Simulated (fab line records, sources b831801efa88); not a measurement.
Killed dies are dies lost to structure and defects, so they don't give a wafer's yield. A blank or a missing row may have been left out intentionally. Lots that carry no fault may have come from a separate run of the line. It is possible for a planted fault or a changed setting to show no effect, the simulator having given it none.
Matching of chambers ; flow gf180mcu ; GF_V4_CVD_02 on pecvd-02: 3 sister chambers
The step deposits SiO2 from TEOS, target thk 850 nm, time 94.851 s. 22 wafers are shown with their chamber, then 11 later ones without.

== WAFERS WITH THEIR CHAMBER ==
wafer;chamber;heaterPowerW (W);rfFwdPowerW (W)
L076.2;0;580;599.8
L076.4;2;681;600.5
L076.6;0;633;596.6
L077.2;1;853;599.6
L077.3;2;724;596.1
L077.6;1;900;599.6
L079.3;0;610;594.6
L079.4;1;839;598.5
L079.6;2;565;597.0
L080.1;1;900;594.9
L080.2;0;634;597.5
L080.3;2;675;596.5
L080.4;0;676;595.7
L080.5;1;722;596.2
L080.6;2;704;597.4
L081.1;1;708;598.5
L081.2;0;524;594.1
L081.3;2;646;599.8
L081.4;0;581;595.8
L081.5;2;694;599.9
L081.6;1;800;597.3
L083.2;1;892;597.4

SIGNATURES (means of the wafers above)
reading;chamber 0;chamber 1;chamber 2;scatter within a chamber
heaterPowerW;605.43;826.75;669.86;61.8
rfFwdPowerW;596.300;597.750;598.171;1.79
Rule: for each reading, subtract the chamber's mean from the wafer's reading, divide by that reading's scatter and square the result; add these up over the readings and take the root, which gives the wafer's distance from the chamber. If the next closest chamber is less than 2 further off than the closest, the wafer can't be placed; otherwise it belongs to the closest. The scatter is the square root of a quotient: the sum, over the shown wafers, of each reading's squared deviation from its chamber's mean, divided by wafers minus chambers.

== WAFERS WITHOUT THEIR CHAMBER ==
wafer;heaterPowerW (W);rfFwdPowerW (W)
L083.4;688;595.8
L083.5;718;598.0
L088.3;841;596.9
L088.4;520;595.5
L088.6;867;598.0
L091.1;695;597.8
L091.3;641;595.6
L091.4;856;596.8
L095.4;576;594.7
L095.5;733;597.8
L095.6;629;594.2

== WHICH CHAMBER EACH WENT THROUGH ==
wafer;from the rows above;in truth
L083.4;can't be placed: 2 or 0 or 1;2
L083.5;can't be placed: 2 or 1 or 0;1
L088.3;1;1
L088.4;can't be placed: 0 or 2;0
L088.6;1;1
L091.1;can't be placed: 2 or 0 or 1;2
L091.3;can't be placed: 0 or 2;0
L091.4;1;1
L095.4;can't be placed: 0 or 2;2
L095.5;can't be placed: 2 or 1 or 0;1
L095.6;can't be placed: 0 or 2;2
Correctly placed: 3 of 11. Cannot be placed on the basis of these rows: 8; the candidates contain the true chamber in 8. Number placed wrongly: 0.
